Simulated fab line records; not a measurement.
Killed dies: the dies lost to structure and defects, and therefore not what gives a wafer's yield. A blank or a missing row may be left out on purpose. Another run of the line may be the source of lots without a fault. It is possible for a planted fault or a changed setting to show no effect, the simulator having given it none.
fab line records	flow sky130
[record] lots = 24	wafers = 72	last_day = 50
route steps=708 shown NWELL@34 VT_ADJUST_NCORE@129 LDD_LDN@296 LI_CONTACT@384 LOCAL_INTERCONNECT@387
lots that met no fault: taken from a fault-free run of the same line
start_h: hours from the record's opening day to when the first of the lot's shown wafers began	wait_h: time in hours since the lot's previous step	" repeats the value in the row above	L1.1+2: a single row standing in for several wafers	- value missing, or start not given	* or withheld: withheld	< > ~ a bound
route shown NAME@n: names a module that has steps shown in the file, with the first one's number in the route	usual: mean and standard deviation over wafers with no fault	same: alike in all rows	chamber/n: place in a boat	sites: the reading at each site	_std_site: how widely they spread, as a standard deviation	_edge_site: the outer-site mean with the inner-site mean subtracted	radius_mm: how far each site lies from the wafer's centre	mask NAME#n: copy n	behind: the tool/chamber that last shaped the wafer	hold: cause of the lot's hold/its duration in hours/its outcome	device: transistor that didn't switch, given as n, p or np	end of line: the same wafers' tests at the end of the route	for a step that has no rows: nothing shown but its recipe	killed: not the wafer's yield, but the dies lost to structure and defects at the first sort	map: shows each die of a wafer: x if killed, . if not, _ if none is there
set.NAME: the run value of the setting; set.NAME@STEP: its run value at that earlier step	model.NAME: the simulator's own value behind a step, which no gauge read
the route's steps for a sample of lots (tables are steps, rows are wafers)
services: from which hour (start_h, from the record's first day; less than 0 if before it) a tool's chamber was out of use, for how many hours, and why
[[steps]]
[step SKY_NWELL_THK_MEAS_02]
[recipe] reads = SiO2_of_NWELL_OXIDATION_01
[usual] NWELL_OXIDATION_THK = 10.02/0.21
lot.wafer	tool	chamber	start_h	wait_h	NWELL_OXIDATION_THK[nm]
L074.2	film_metro-02	-	49.16	0.0	10.07
L074.3	"	-	"	"	10.01
L074.6	"	-	"	"	10.05
L075.1	film_metro-04	-	58.20	0.0	10.28
L075.2	"	-	"	"	10.31
L075.4	"	-	"	"	10.48
L076.1	film_metro-02	-	58.20	0.0	9.74
L076.2	"	-	"	"	9.80
L076.5	"	-	"	"	9.87
L077.2	film_metro-02	-	62.28	0.0	10.12
L077.4	"	-	"	"	10.20
L077.5	"	-	"	"	10.01
L078.1	film_metro-02	-	62.33	0.1	10.29
L078.2	"	-	"	"	10.26
L078.5	"	-	"	"	10.26
L079.2	film_metro-04	-	69.07	0.0	9.69
L079.5	"	-	"	"	9.77
L079.6	"	-	"	"	9.90
L080.1	film_metro-04	-	71.87	0.0	10.05
L080.3	"	-	"	"	10.25
L080.4	"	-	"	"	9.97
L081.3	film_metro-03	-	76.19	0.0	10.20
L081.4	"	-	"	"	10.20
L081.6	"	-	"	"	10.25
L082.1	film_metro-03	-	84.52	0.0	9.99
L082.2	"	-	"	"	10.02
L082.4	"	-	"	"	9.97
L083.1	film_metro-04	-	84.52	0.0	10.03
L083.2	"	-	"	"	10.24
L083.6	"	-	"	"	10.07
L084.4	film_metro-03	-	89.82	0.0	10.36
L084.5	"	-	"	"	10.20
L084.6	"	-	"	"	10.34
L085.3	film_metro-04	-	93.96	0.0	9.93
L085.4	"	-	"	"	10.03
L085.6	"	-	"	"	9.88
L086.2	film_metro-04	-	98.35	0.0	10.37
L086.4	"	-	"	"	10.39
L086.6	"	-	"	"	10.35
L087.3	film_metro-03	-	103.53	0.0	9.83
L087.4	"	-	"	"	10.05
L087.6	"	-	"	"	9.98
L088.2	film_metro-04	-	112.40	0.0	9.91
L088.5	"	-	"	"	9.91
L088.6	"	-	"	"	9.88
L089.2	film_metro-04	-	115.94	0.0	10.01
L089.4	"	-	"	"	9.77
L089.5	"	-	"	"	9.86
L090.3	film_metro-03	-	121.78	0.0	10.10
L090.4	"	-	"	"	10.19
L090.6	"	-	"	"	10.05
L091.1	film_metro-04	-	125.61	0.0	9.82
L091.2	"	-	"	"	9.88
L091.5	"	-	"	"	9.94
L092.1	film_metro-03	-	131.42	0.0	9.85
L092.2	"	-	"	"	9.83
L092.5	"	-	"	"	9.57
L093.1	film_metro-02	-	141.29	0.0	9.92
L093.3	"	-	"	"	9.99
L093.4	"	-	"	"	10.06
L094.1	film_metro-03	-	146.81	0.0	9.90
L094.5	"	-	"	"	9.95
L094.6	"	-	"	"	9.80
L095.2	film_metro-02	-	151.42	0.0	10.06
L095.4	"	-	"	"	10.12
L095.6	"	-	"	"	10.07
L096.2	film_metro-02	-	153.64	0.0	9.88
L096.3	"	-	"	"	9.77
L096.5	"	-	"	"	9.87
L097.1	film_metro-04	-	156.82	0.0	9.72
L097.3	"	-	"	"	9.88
L097.6	"	-	"	"	9.65
[step SKY_NWELL_STRIP_14]
[recipe] chemistry = O2/N2	power_w = 1400	pressure_mtorr = 1500	platen_temp_c = withheld	o2_flow_sccm = 3000	n2_flow_sccm = 300	overash_fraction = 0.5
[usual] drypump_motor_current_A = 5.7/0.31	oes_product_au = 0.722/0.0043	strip_time_to_endpoint_s = 36.55/0.09
lot.wafer	tool	chamber	start_h	wait_h	drypump_motor_current_A	oes_product_au	rf_hours_counter_h	strip_time_to_endpoint_s
L074.2	plasma_asher-01	0	98.15	0.1	6.1	0.724	29	36.50
L074.3	"	0	"	"	6.1	0.725	-	36.49
L074.6	"	0	"	"	6.2	0.720	-	36.57
L075.1	plasma_asher-03	1	108.70	0.1	5.4	0.718	40	36.47
L075.2	"	0	"	"	5.3	0.723	40	36.58
L075.4	"	0	"	"	5.3	0.725	-	36.53
L076.1	plasma_asher-01	1	108.84	0.1	5.6	0.718	30	36.46
L076.2	"	0	"	"	6.2	0.724	30	36.46
L076.5	"	1	"	"	5.6	0.732	-	36.46
L077.2	plasma_asher-01	1	112.36	0.1	5.7	0.724	30	36.62
L077.4	"	1	"	"	5.7	0.727	-	36.48
L077.5	"	1	"	"	5.6	0.716	-	36.56
L078.1	plasma_asher-01	0	114.01	0.1	6.2	0.723	31	36.59
L078.2	"	1	"	"	5.6	0.723	31	36.47
L078.5	"	0	"	"	6.2	0.715	-	36.48
L079.2	plasma_asher-03	1	121.76	0.1	5.4	0.718	0	36.52
L079.5	"	0	"	"	5.3	0.721	-	36.43
L079.6	"	1	"	"	5.4	0.718	-	36.48
L080.1	plasma_asher-02	1	125.01	0.1	6.1	0.728	42	36.49
L080.3	"	0	"	"	5.7	0.721	-	36.47
L080.4	"	1	"	"	6.1	0.724	-	36.53
L081.3	plasma_asher-01	0	129.27	0.1	6.2	0.719	-	36.40
L081.4	"	1	"	"	5.6	0.717	-	36.45
L081.6	"	0	"	"	6.2	0.721	-	36.47
L082.1	plasma_asher-01	1	140.11	0.1	5.6	0.715	34	36.56
L082.2	"	0	"	"	6.1	0.719	34	36.45
L082.4	"	1	"	"	5.6	0.726	-	36.54
L083.1	plasma_asher-03	1	140.24	0.1	5.5	0.718	2	36.39
L083.2	"	0	"	"	5.3	0.716	2	36.38
L083.6	"	1	"	"	5.4	0.723	-	36.45
L084.4	plasma_asher-03	1	145.18	0.1	5.4	0.727	-	36.74
L084.5	"	1	"	"	5.4	0.720	-	36.60
L084.6	"	0	"	"	5.3	0.724	-	36.74
L085.3	plasma_asher-03	1	150.10	0.1	5.4	0.730	-	36.49
L085.4	"	0	"	"	5.3	0.724	-	36.61
L085.6	"	0	"	"	5.3	0.719	-	36.52
L086.2	plasma_asher-03	0	154.64	0.1	5.3	0.717	4	36.64
L086.4	"	0	"	"	5.3	0.719	-	36.65
L086.6	"	1	"	"	5.4	0.731	-	36.44
L087.3	plasma_asher-03	1	162.33	0.1	5.4	0.718	-	36.59
L087.4	"	0	"	"	5.3	0.723	-	36.61
L087.6	"	0	"	"	5.3	0.726	-	36.58
L088.2	plasma_asher-01	1	169.65	0.1	5.6	0.717	37	36.61
L088.5	"	1	"	"	5.6	0.724	-	36.56
L088.6	"	0	"	"	6.2	0.714	-	36.61
L089.2	plasma_asher-02	1	175.11	0.1	6.1	0.720	46	36.54
L089.4	"	1	"	"	6.1	0.728	-	36.64
L089.5	"	1	"	"	6.1	0.728	-	36.60
L090.3	plasma_asher-02	1	180.63	0.1	6.0	0.719	-	36.60
L090.4	"	0	"	"	5.7	0.724	-	36.56
L090.6	"	1	"	"	6.0	0.723	-	36.62
L091.1	plasma_asher-01	1	184.96	0.1	5.6	0.719	39	36.53
L091.2	"	0	"	"	6.1	0.717	39	36.54
L091.5	"	1	"	"	5.6	0.723	-	36.57
L092.1	plasma_asher-02	0	190.61	0.1	5.7	0.719	48	36.53
L092.2	"	1	"	"	6.0	0.732	48	36.46
L092.5	"	1	"	"	6.0	0.727	-	36.72
L093.1	plasma_asher-02	0	203.61	0.1	5.8	0.720	49	36.60
L093.3	"	0	"	"	5.8	0.723	-	36.63
L093.4	"	1	"	"	6.0	0.721	-	36.49
L094.1	plasma_asher-02	0	210.01	0.1	5.7	0.722	50	36.58
L094.5	"	1	"	"	6.1	0.719	-	36.71
L094.6	"	0	"	"	5.7	0.719	-	36.50
L095.2	plasma_asher-01	1	215.29	0.1	5.6	0.720	42	36.74
L095.4	"	1	"	"	5.6	0.727	-	36.64
L095.6	"	1	"	"	5.6	0.724	-	36.63
L096.2	plasma_asher-02	1	217.45	0.1	6.1	0.729	51	36.50
L096.3	"	0	"	"	5.7	0.722	-	36.61
L096.5	"	1	"	"	6.1	0.726	-	36.73
L097.1	plasma_asher-02	0	220.40	0.1	5.8	0.719	51	36.53
L097.3	"	1	"	"	6.1	0.717	-	36.39
L097.6	"	0	"	"	5.8	0.730	-	36.42
[step SKY_VT_ADJUST_NCORE_STRIP_10]
[recipe] chemistry = O2/N2	power_w = 1400	pressure_mtorr = 1500	platen_temp_c = withheld	o2_flow_sccm = 3000	n2_flow_sccm = 300	overash_fraction = 0.5
[usual] drypump_motor_current_A = 5.6/0.46	oes_product_au = 0.715/0.0043	strip_time_to_endpoint_s = 14.11/0.031
lot.wafer	tool	chamber	start_h	wait_h	drypump_motor_current_A	oes_product_au	rf_hours_counter_h	strip_time_to_endpoint_s
L074.2	plasma_asher-04	0	196.91	0.1	6.3	0.714	53	14.04
L074.3	"	1	"	"	4.8	0.717	-	14.07
L074.6	"	0	"	"	6.2	0.718	-	14.08
L075.1	plasma_asher-04	1	208.41	0.1	4.8	0.719	54	14.11
L075.2	"	0	"	"	6.2	0.711	54	14.11
L075.4	"	0	"	"	6.2	0.718	-	14.08
L076.1	plasma_asher-04	1	209.17	0.1	4.8	0.713	54	14.11
L076.2	"	0	"	"	6.3	0.710	54	14.10
L076.5	"	1	"	"	4.8	0.714	-	14.14
L077.2	plasma_asher-02	0	214.81	0.1	5.7	0.713	50	14.08
L077.4	"	0	"	"	5.7	0.719	-	14.13
L077.5	"	1	"	"	6.1	0.708	-	14.10
L078.1	plasma_asher-03	1	215.41	0.1	5.4	0.714	10	14.11
L078.2	"	0	"	"	5.3	0.716	10	14.12
L078.5	"	0	"	"	5.3	0.712	-	14.08
L079.2	plasma_asher-02	1	224.92	0.1	6.0	0.716	51	14.10
L079.5	"	1	"	"	6.1	0.722	-	14.09
L079.6	"	0	"	"	5.8	0.716	-	14.11
L080.1	plasma_asher-02	0	229.77	0.1	5.7	0.710	52	14.11
L080.3	"	0	"	"	5.8	0.720	-	14.14
L080.4	"	1	"	"	6.1	0.728	-	14.12
L081.3	plasma_asher-03	0	233.04	0.1	5.3	0.717	-	14.08
L081.4	"	1	"	"	5.4	0.719	-	14.12
L081.6	"	1	"	"	5.4	0.722	-	14.09
L082.1	plasma_asher-02	0	246.66	0.1	5.7	0.717	53	14.13
L082.2	"	1	"	"	6.0	0.718	53	14.12
L082.4	"	0	"	"	5.8	0.715	-	14.06
L083.1	plasma_asher-03	1	247.56	0.1	5.4	0.717	13	14.13
L083.2	"	0	"	"	5.3	0.717	13	14.17
L083.6	"	1	"	"	5.4	0.718	-	14.15
L084.4	plasma_asher-03	1	254.29	0.1	5.4	0.715	-	14.09
L084.5	"	1	"	"	5.4	0.716	-	14.09
L084.6	"	0	"	"	5.3	0.715	-	14.07
L085.3	plasma_asher-03	1	259.75	0.1	5.4	0.718	-	14.14
L085.4	"	0	"	"	5.3	0.717	-	14.11
L085.6	"	0	"	"	5.3	0.720	-	14.13
L086.2	plasma_asher-02	0	266.11	0.1	5.7	0.712	55	14.15
L086.4	"	0	"	"	5.7	0.716	-	14.11
L086.6	"	1	"	"	6.1	0.716	-	14.14
L087.3	plasma_asher-02	0	274.19	0.1	5.8	0.708	-	14.09
L087.4	"	1	"	"	6.1	0.716	-	14.09
L087.6	"	0	"	"	5.8	0.719	-	14.13
L088.2	plasma_asher-02	0	282.45	0.1	5.8	0.712	57	14.10
L088.5	"	0	"	"	5.7	0.713	-	14.08
L088.6	"	1	"	"	6.1	0.713	-	14.09
L089.2	plasma_asher-04	1	288.84	0.1	4.8	0.713	62	14.10
L089.4	"	1	"	"	4.8	0.708	-	14.11
L089.5	"	1	"	"	4.8	0.724	-	14.13
L090.3	plasma_asher-04	1	299.19	0.1	4.8	0.716	-	14.11
L090.4	"	0	"	"	6.2	0.722	-	14.17
L090.6	"	1	"	"	4.8	0.715	-	14.12
L091.1	plasma_asher-03	0	299.75	0.1	5.3	0.716	18	14.13
L091.2	"	1	"	"	5.4	0.716	18	14.13
L091.5	"	1	"	"	5.4	0.719	-	14.14
L092.1	plasma_asher-02	1	305.31	0.1	6.1	0.722	59	14.08
L092.2	"	0	"	"	5.7	0.722	59	14.10
L092.5	"	0	"	"	5.8	0.716	-	14.12
L093.1	plasma_asher-02	0	320.82	0.1	5.7	0.716	60	14.14
L093.3	"	1	"	"	6.0	0.719	-	14.07
L093.4	"	0	"	"	5.7	0.709	-	14.12
L094.1	plasma_asher-04	1	329.51	0.1	4.8	0.721	65	14.13
L094.5	"	0	"	"	6.2	0.715	-	14.06
L094.6	"	1	"	"	4.8	0.717	-	14.12
L095.2	plasma_asher-02	0	334.01	0.1	5.8	0.721	62	14.15
L095.4	"	1	"	"	6.1	0.717	-	14.10
L095.6	"	1	"	"	6.1	0.718	-	14.21
L096.2	plasma_asher-03	0	337.76	0.1	5.3	0.715	22	14.11
L096.3	"	1	"	"	5.4	0.716	-	14.11
L096.5	"	1	"	"	5.4	0.713	-	14.09
L097.1	plasma_asher-04	1	341.92	0.1	4.8	0.703	66	14.09
L097.3	"	0	"	"	6.2	0.716	-	14.10
L097.6	"	1	"	"	4.8	0.716	-	14.09
[step SKY_LDD_LDN_OVL_MEAS_07]
[usual] LDD_LDN_OVL = -1.0/1.3
lot.wafer	tool	chamber	start_h	wait_h	LDD_LDN_OVL[nm]
L074.2	overlay-01	-	546.66	0.1	1.3
L074.3	"	-	"	"	-2.1
L074.6	"	-	"	"	-0.9
L076.1	overlay-01	-	560.30	0.1	-0.4
L076.2	"	-	"	"	-0.7
L076.5	"	-	"	"	-0.7
L075.1	overlay-02	-	564.46	0.1	-0.7
L075.2	"	-	"	"	-2.2
L075.4	"	-	"	"	-2.2
L077.2	overlay-01	-	572.21	0.1	1.6
L077.4	"	-	"	"	0.4
L077.5	"	-	"	"	1.7
L078.1	overlay-02	-	572.61	0.1	-0.4
L078.2	"	-	"	"	-2.2
L078.5	"	-	"	"	-3.0
L079.2	overlay-01	-	585.37	0.1	1.4
L079.5	"	-	"	"	-0.5
L079.6	"	-	"	"	-0.1
L080.1	overlay-01	-	585.95	0.1	-1.1
L080.3	"	-	"	"	-1.6
L080.4	"	-	"	"	-2.6
L081.3	overlay-01	-	594.12	0.1	-0.3
L081.4	"	-	"	"	0.1
L081.6	"	-	"	"	1.4
L082.1	overlay-01	-	609.36	0.1	1.6
L082.2	"	-	"	"	-0.9
L082.4	"	-	"	"	-0.2
L083.1	overlay-01	-	609.66	0.1	0.0
L083.2	"	-	"	"	-0.4
L083.6	"	-	"	"	-1.0
L084.4	overlay-01	-	617.18	0.1	-0.2
L084.5	"	-	"	"	-2.2
L084.6	"	-	"	"	-1.1
L085.3	overlay-02	-	621.52	0.1	-0.2
L085.4	"	-	"	"	-1.9
L085.6	"	-	"	"	-1.7
L086.2	overlay-01	-	639.12	0.1	2.9
L086.4	"	-	"	"	1.2
L086.6	"	-	"	"	0.7
L087.3	overlay-01	-	643.36	0.1	-1.6
L087.4	"	-	"	"	-2.3
L087.6	"	-	"	"	-0.9
L089.2	overlay-01	-	651.96	0.1	-0.8
L089.4	"	-	"	"	0.2
L089.5	"	-	"	"	-0.9
L088.2	overlay-02	-	653.52	0.1	-2.4
L088.5	"	-	"	"	-3.3
L088.6	"	-	"	"	-3.4
L092.1	overlay-01	-	681.30	0.1	-1.0
L092.2	"	-	"	"	-1.5
L092.5	"	-	"	"	-1.0
L090.3	overlay-02	-	684.22	0.1	-2.1
L090.4	"	-	"	"	-2.0
L090.6	"	-	"	"	-2.1
L091.1	overlay-01	-	684.46	0.1	-1.6
L091.2	"	-	"	"	-0.4
L091.5	"	-	"	"	-0.8
L093.1	overlay-02	-	689.61	0.1	-1.2
L093.3	"	-	"	"	-0.6
L093.4	"	-	"	"	-2.8
L094.1	overlay-02	-	698.30	0.1	-1.0
L094.5	"	-	"	"	-1.2
L094.6	"	-	"	"	-2.8
L095.2	overlay-01	-	698.42	0.1	-2.8
L095.4	"	-	"	"	-1.8
L095.6	"	-	"	"	-2.5
L096.2	overlay-02	-	706.70	0.1	-0.8
L096.3	"	-	"	"	-3.5
L096.5	"	-	"	"	-2.5
L097.1	overlay-02	-	708.06	0.1	-0.3
L097.3	"	-	"	"	0.1
L097.6	"	-	"	"	-1.1
[step SKY_LI_CONTACT_RS_MEAS_22]
[recipe] thk_meas_gauge = four-point-probe	reads = W_of_LI_CONTACT_CVD_21+TiN_of_LI_CONTACT_SPUTTER_20+Ti_of_LI_CONTACT_SPUTTER_19
[usual] LI_CONTACT_W_RS = 0.286/0.0032
lot.wafer	tool	chamber	start_h	wait_h	LI_CONTACT_W_RS[ohm/sq]
L074.2	film_metro-01	-	695.75	0.1	0.284
L074.3	"	-	"	"	0.288
L074.6	"	-	"	"	0.285
L076.1	film_metro-04	-	709.53	0.2	0.287
L076.2	"	-	"	"	0.289
L076.5	"	-	"	"	0.284
L075.1	film_metro-01	-	711.22	0.2	0.286
L075.2	"	-	"	"	0.290
L075.4	"	-	"	"	0.291
L077.2	film_metro-03	-	719.72	0.1	0.285
L077.4	"	-	"	"	0.283
L077.5	"	-	"	"	0.284
L078.1	film_metro-01	-	722.35	0.2	0.287
L078.2	"	-	"	"	0.285
L078.5	"	-	"	"	0.287
L079.2	film_metro-01	-	731.26	0.2	0.290
L079.5	"	-	"	"	0.287
L079.6	"	-	"	"	0.290
L080.1	film_metro-03	-	733.34	0.2	0.286
L080.3	"	-	"	"	0.288
L080.4	"	-	"	"	0.286
L081.3	film_metro-01	-	740.35	0.1	0.290
L081.4	"	-	"	"	0.282
L081.6	"	-	"	"	0.288
L082.1	film_metro-04	-	753.72	0.1	0.280
L082.2	"	-	"	"	0.285
L082.4	"	-	"	"	0.283
L083.1	film_metro-04	-	754.75	0.1	0.284
L083.2	"	-	"	"	0.284
L083.6	"	-	"	"	0.288
L084.4	film_metro-01	-	759.84	0.1	0.294
L084.5	"	-	"	"	0.291
L084.6	"	-	"	"	0.291
L085.3	film_metro-03	-	764.84	0.1	0.284
L085.4	"	-	"	"	0.285
L085.6	"	-	"	"	0.289
L086.2	film_metro-03	-	782.47	0.1	0.282
L086.4	"	-	"	"	0.282
L086.6	"	-	"	"	0.286
L087.3	film_metro-01	-	786.75	0.1	0.289
L087.4	"	-	"	"	0.287
L087.6	"	-	"	"	0.282
L089.2	film_metro-01	-	794.88	0.2	0.289
L089.4	"	-	"	"	0.290
L089.5	"	-	"	"	0.290
L088.2	film_metro-04	-	795.60	0.2	0.289
L088.5	"	-	"	"	0.284
L088.6	"	-	"	"	0.291
L092.1	film_metro-01	-	820.38	0.1	0.283
L092.2	"	-	"	"	0.285
L092.5	"	-	"	"	0.286
L090.3	film_metro-04	-	824.00	0.1	0.286
L090.4	"	-	"	"	0.285
L090.6	"	-	"	"	0.287
L091.1	film_metro-04	-	825.32	0.1	0.290
L091.2	"	-	"	"	0.288
L091.5	"	-	"	"	0.291
L093.1	film_metro-01	-	828.62	0.1	0.284
L093.3	"	-	"	"	0.287
L093.4	"	-	"	"	0.279
L094.1	film_metro-01	-	836.40	0.1	0.283
L094.5	"	-	"	"	0.284
L094.6	"	-	"	"	0.284
L095.2	film_metro-04	-	838.84	0.1	0.285
L095.4	"	-	"	"	0.284
L095.6	"	-	"	"	0.282
L096.2	film_metro-04	-	844.44	0.1	0.283
L096.3	"	-	"	"	0.283
L096.5	"	-	"	"	0.283
L097.1	film_metro-01	-	846.09	0.1	0.285
L097.3	"	-	"	"	0.283
L097.6	"	-	"	"	0.281
[step SKY_LOCAL_INTERCONNECT_SPUTTER_00]
[recipe] material = TiN	target_thk_nm = 100	temp_c = 300	power_w = 6500	time_s = 83.3	chamber_pressure_pa = 0.4
[usual] throttle_valve_pct = 30.4/0.72
lot.wafer	tool	chamber	start_h	wait_h	throttle_valve_pct
L074.2	pvd_sputter-04	-	696.21	0.2	29.4
L074.3	"	-	"	"	29.8
L074.6	"	-	"	"	30.3
L076.1	pvd_sputter-01	-	710.01	0.2	31.9
L076.2	"	-	"	"	30.1
L076.5	"	-	"	"	30.7
L075.1	pvd_sputter-01	-	711.70	0.2	29.8
L075.2	"	-	"	"	31.5
L075.4	"	-	"	"	30.5
L077.2	pvd_sputter-04	-	720.18	0.2	31.7
L077.4	"	-	"	"	30.3
L077.5	"	-	"	"	29.6
L078.1	pvd_sputter-04	-	722.83	0.2	30.9
L078.2	"	-	"	"	29.6
L078.5	"	-	"	"	30.2
L079.2	pvd_sputter-01	-	731.72	0.1	29.9
L079.5	"	-	"	"	30.3
L079.6	"	-	"	"	29.8
L080.1	pvd_sputter-04	-	733.82	0.2	30.3
L080.3	"	-	"	"	29.7
L080.4	"	-	"	"	29.8
L081.3	pvd_sputter-04	-	740.79	0.1	29.6
L081.4	"	-	"	"	29.8
L081.6	"	-	"	"	30.4
L082.1	pvd_sputter-01	-	754.30	0.1	30.7
L082.2	"	-	"	"	30.3
L082.4	"	-	"	"	31.4
L083.1	pvd_sputter-01	-	755.23	0.1	31.6
L083.2	"	-	"	"	30.5
L083.6	"	-	"	"	30.6
L084.4	pvd_sputter-03	-	760.26	0.2	31.2
L084.5	"	-	"	"	31.3
L084.6	"	-	"	"	29.8
L085.3	pvd_sputter-01	-	765.28	0.1	30.8
L085.4	"	-	"	"	30.1
L085.6	"	-	"	"	31.6
L086.2	pvd_sputter-03	-	782.93	0.1	31.4
L086.4	"	-	"	"	29.7
L086.6	"	-	"	"	29.6
L087.3	pvd_sputter-03	-	787.43	0.1	29.5
L087.4	"	-	"	"	29.6
L087.6	"	-	"	"	29.9
L089.2	pvd_sputter-03	-	795.34	0.2	29.6
L089.4	"	-	"	"	30.8
L089.5	"	-	"	"	31.0
L088.2	pvd_sputter-01	-	796.54	0.1	30.3
L088.5	"	-	"	"	31.5
L088.6	"	-	"	"	29.8
L092.1	pvd_sputter-03	-	820.86	0.2	29.4
L092.2	"	-	"	"	30.8
L092.5	"	-	"	"	29.5
L090.3	pvd_sputter-04	-	824.46	0.2	31.4
L090.4	"	-	"	"	29.5
L090.6	"	-	"	"	30.2
L091.1	pvd_sputter-01	-	825.80	0.1	29.8
L091.2	"	-	"	"	30.2
L091.5	"	-	"	"	29.7
L093.1	pvd_sputter-04	-	829.10	0.2	31.5
L093.3	"	-	"	"	29.5
L093.4	"	-	"	"	30.8
L094.1	pvd_sputter-03	-	836.90	0.2	29.6
L094.5	"	-	"	"	29.4
L094.6	"	-	"	"	30.5
L095.2	pvd_sputter-01	-	839.30	0.1	30.6
L095.4	"	-	"	"	30.3
L095.6	"	-	"	"	29.8
L096.2	pvd_sputter-03	-	844.90	0.2	30.8
L096.3	"	-	"	"	31.2
L096.5	"	-	"	"	31.4
L097.1	pvd_sputter-03	-	846.57	0.1	29.4
L097.3	"	-	"	"	31.2
L097.6	"	-	"	"	29.7
[[services]]
tool	chamber	start_h	hours	kind
plasma_asher-02	-	107.95	14.6	pm
plasma_asher-03	-	108.80	9.0	pm
pvd_sputter-01	-	151.16	2.0	repair
pvd_sputter-01	-	174.95	7.1	repair
pvd_sputter-04	-	176.44	0.5	repair
pvd_sputter-01	-	177.48	5.9	repair
plasma_asher-02	-	205.82	0.7	repair
plasma_asher-04	-	215.17	0.7	repair
plasma_asher-03	-	217.35	1.6	repair
pvd_sputter-01	-	217.50	11.1	repair
plasma_asher-02	-	241.94	1.7	repair
plasma_asher-04	-	325.20	2.8	pm
plasma_asher-04	-	336.26	1.9	repair
pvd_sputter-03	-	367.27	1.5	repair
pvd_sputter-01	-	378.33	0.7	repair
plasma_asher-03	-	384.89	34.7	repair
plasma_asher-02	-	429.27	1.9	repair
plasma_asher-03	-	503.19	2.9	repair
pvd_sputter-01	-	519.63	2.8	repair
plasma_asher-01	-	581.99	2.8	pm
pvd_sputter-03	-	623.11	9.6	repair
plasma_asher-02	-	733.75	9.0	pm
pvd_sputter-01	-	793.00	3.3	repair
plasma_asher-03	-	826.60	3.1	repair
[[key]]
fault none
